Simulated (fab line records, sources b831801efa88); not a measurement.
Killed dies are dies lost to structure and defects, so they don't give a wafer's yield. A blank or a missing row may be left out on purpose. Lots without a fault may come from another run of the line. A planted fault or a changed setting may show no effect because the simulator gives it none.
One fault seen from 2 desks | flow sky130 | each desk has only its own numbers; what lay behind them comes last

THE TOOL OWNER'S DESK: lpcvd-02
The tool's own readings at SKY_SPACER_CVD_00 (deposits Si3N4 from DCS/NH3, target thk 43.1 nm, time 740 s): means of the sampled wafers that have a number, for each lot that ran on this tool. A lot is out of limits, marked OUT, if its mean lies more than 4 standard deviations from the usual mean; the brackets give that distance. Of its 8 readings 7 are shown: the one that was out of limits first, and those that lie furthest out on some lot.
Columns: A = spike_tc_bottom_C at SKY_SPACER_CVD_00, usual 789.3 C; B = spike_tc_centre_C at SKY_SPACER_CVD_00, usual 770.3 C; C = spike_tc_lower_C at SKY_SPACER_CVD_00, usual 770.8 C; D = spike_tc_top_C at SKY_SPACER_CVD_00, usual 782.2 C; E = spike_tc_upper_C at SKY_SPACER_CVD_00, usual 769.2 C; F = susceptor_temp_C at SKY_SPACER_CVD_00, usual 770.0 C; G = zone_power_bottom_pct at SKY_SPACER_CVD_00, usual 21.0 %
lot  | first seen here | A                | B                | C                | D                | E                | F               | G
L671 | day 23 03:03    | 790.9            | 770.6            | 768.5            | 782.6            | 768.1            | 770.1           | 19.7
L672 | day 23 14:17    | 788.2            | 770.4            | 772.9            | 781.6            | 770.1            | 770.3           | 21.8
L673 | day 23 16:20    | 788.8            | 770.5            | 771.7            | 781.5            | 769.3            | 770.0           | 21.8
L674 | day 24 05:21    | 787.7            | 769.8            | 771.5            | 780.9            | 769.9            | 770.1           | 21.7
L677 | day 25 04:56    | 788.8            | 769.8            | 771.4            | 780.9            | 770.6            | 770.0           | 21.5
L678 | day 25 23:42    | 791.0            | 770.1            | 768.7            | 783.1            | 768.2            | 769.6           | 19.9
L679 | day 26 15:42    | 790.6            | 770.2            | 768.9            | 782.9            | 768.1            | 770.3           | 20.1
L680 | day 26 15:42    | 790.3            | 770.2            | 769.6            | 783.9            | 767.2            | 770.1           | 20.1
L687 | day 29 07:13    | 799.1 (+6.6) OUT | 780.6 (+10) OUT  | 782.4 (+7.3) OUT | 791.6 (+6.7) OUT | 780.2 (+8.5) OUT | 780.4 (+32) OUT | 22.3
L688 | day 29 14:38    | 800.7 (+7.6) OUT | 779.8 (+9.5) OUT | 778.3 (+4.7) OUT | 793.1 (+7.8) OUT | 777.7 (+6.6) OUT | 780.3 (+32) OUT | 20.6
This desk's finding: out of limits on L687, L688; first on L687, day 29 07:13 (spike_tc_bottom_C at SKY_SPACER_CVD_00). In limits: L671, L672, L673, L674, L677, L678, L679, L680.

THE METROLOGY DESK
What the gauges read, lot by lot, whatever tool the lot ran on: means of the sampled wafers that have a number. A lot is out of limits, marked OUT, if its mean lies more than 4 standard deviations from the usual mean; the brackets give that distance.
Columns: A = cd_nm at SKY_SONOS_TUNNEL_CD_MEAS_07, usual 409.7 nm; B = SONOS_TUNNEL_OVL at SKY_SONOS_TUNNEL_OVL_MEAS_08, usual 1.1 nm; C = SPACER_CVD_00_THK at SKY_SPACER_THK_MEAS_01, usual 43.2 nm
lot  | first seen here | A     | B    | C
L671 | day 11 13:38    | 409.8 | 2.2  | 43.3
L672 | day 11 19:17    | 411.7 | 0.9  | 42.5
L673 | day 12 04:01    | 408.6 | 1.0  | 42.7
L674 | day 12 12:15    | 406.6 | 1.0  | 42.6
L677 | day 13 11:11    | 414.6 | 1.1  | 43.3
L678 | day 13 20:13    | 405.3 | 1.1  | 42.9
L679 | day 14 08:47    | 409.1 | -1.9 | 42.9
L680 | day 14 09:43    | 411.1 | -0.2 | 43.5
L687 | day 16 23:53    | 413.6 | 0.7  | 52.3 (+23) OUT
L688 | day 17 08:29    | 407.4 | 2.2  | 52.9 (+25) OUT
This desk's finding: out of limits on L687, L688; first on L687, day 29 08:26 (SPACER_CVD_00_THK at SKY_SPACER_THK_MEAS_01). In limits: L671, L672, L673, L674, L677, L678, L679, L680.

PUT TOGETHER
The tool owner's desk could have raised an alarm at day 29 07:13, on L687, L688.
The metrology desk could have raised an alarm at day 29 08:26, on L687, L688.
Of the lots named, all ran SKY_SPACER_CVD_00 on lpcvd-02.

WHAT THE SIMULATOR HAD PUT IN
Process parameter drift: lpcvd-02, from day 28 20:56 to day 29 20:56, at SKY_SPACER_CVD_00. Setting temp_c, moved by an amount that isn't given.
Lots struck among those shown: L687, L688.
Hours from the fault's start to each desk's first reading out of limits: the tool owner's desk, 10; the metrology desk, 12.
